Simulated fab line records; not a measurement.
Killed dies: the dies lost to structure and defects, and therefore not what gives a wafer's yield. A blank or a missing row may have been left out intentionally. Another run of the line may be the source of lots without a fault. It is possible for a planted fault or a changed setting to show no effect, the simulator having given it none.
One fault through the eyes of 2 desks    flow sfq-line    only its own numbers are on each desk; what lay behind them is given at the end

== DESK OF THE TOOL OWNER: rie-diel-02 ==
The tool's own readings at SFQ_TRILAYER_I3_VIA_BARC_OPEN_VIA_ETCH_121 (etches BARC in O2, target depth 125 nm, time 41.7 s): means of the sampled wafers that have a number, for each lot that ran on this tool. The brackets show how far a lot's mean lies from the usual mean; more than 4 standard deviations puts the lot out of limits, marked OUT.
Columns: A = chamber-pressure-mTorr at SFQ_TRILAYER_I3_VIA_BARC_OPEN_VIA_ETCH_121, usual 29.996 mTorr; B = drypump-motor-current-A at SFQ_TRILAYER_I3_VIA_BARC_OPEN_VIA_ETCH_121, usual 5.6 A; C = oes-product-au at SFQ_TRILAYER_I3_VIA_BARC_OPEN_VIA_ETCH_121, usual 0.685 a.u.; D = rf-fwd-power-W at SFQ_TRILAYER_I3_VIA_BARC_OPEN_VIA_ETCH_121, usual 493.9 W; E = run-length-s at SFQ_TRILAYER_I3_VIA_BARC_OPEN_VIA_ETCH_121, usual 70.2 s
lot   first seen here  A       B    C                 D      E
L455  day 39 07:46     30.003  5.3  0.683             494.5  70.3
L457  day 40 01:34     29.999  5.9  0.660 (-5.2) OUT  495.6  74.0 (+10) OUT
L462  day 41 21:33     30.023  6.3  0.659 (-5.4) OUT  497.4  73.7 (+9.3) OUT
L471  day 44 13:04     30.009  6.0  0.685             495.0  69.7
L472  day 44 17:52     29.995  5.7  0.683             494.5  70.2
This desk's verdict: out of limits on L457, L462, starting with L457 at day 40 01:34 (oes-product-au at SFQ_TRILAYER_I3_VIA_BARC_OPEN_VIA_ETCH_121). Within limits: L455, L471, L472.

== FROM THE METROLOGY DESK ==
What the gauges read for every lot (on any tool): the sampled wafers with a number, averaged. The brackets show how far a lot's mean lies from the usual mean; more than 4 standard deviations puts the lot out of limits, marked OUT.
Columns: A = M8_OVL at SFQ_M8_OVL_MEAS_948, usual 1 nm
lot   first seen here  A
L449  day 71 10:44     2
L450  day 71 22:44     -7
L451  day 72 01:08     -6
L455  day 73 11:20     1
L457  day 74 00:32     -6
L462  day 80 09:46     7
L463  day 80 15:32     -2
L465  day 81 11:57     -3
L467  day 82 22:30     1
L468  day 83 00:53     -4
L469  day 83 06:53     0
L470  day 83 09:17     -3
L471  day 83 11:41     0
L472  day 83 14:06     9
Finding of this desk: none of the 14 lots has anything out of limits.

== BROUGHT TOGETHER ==
On L457, L462, at day 40 01:34, an alarm was possible from the tool owner's desk.
From the metrology desk's view, nothing was out of limits.
The metrology desk has L457, L462 on record, within its limits.
Every lot named ran SFQ_TRILAYER_I3_VIA_BARC_OPEN_VIA_ETCH_121 on rie-diel-02.

== WHAT THE SIMULATOR HAD INSERTED ==
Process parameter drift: rie-diel-02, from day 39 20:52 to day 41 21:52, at SFQ_TRILAYER_I3_VIA_BARC_OPEN_VIA_ETCH_121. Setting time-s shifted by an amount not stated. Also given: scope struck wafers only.
Lots struck among those shown: L457, L462.
Time in hours from fault onset to the first out-of-limits reading at each desk: the tool owner's desk, 5.
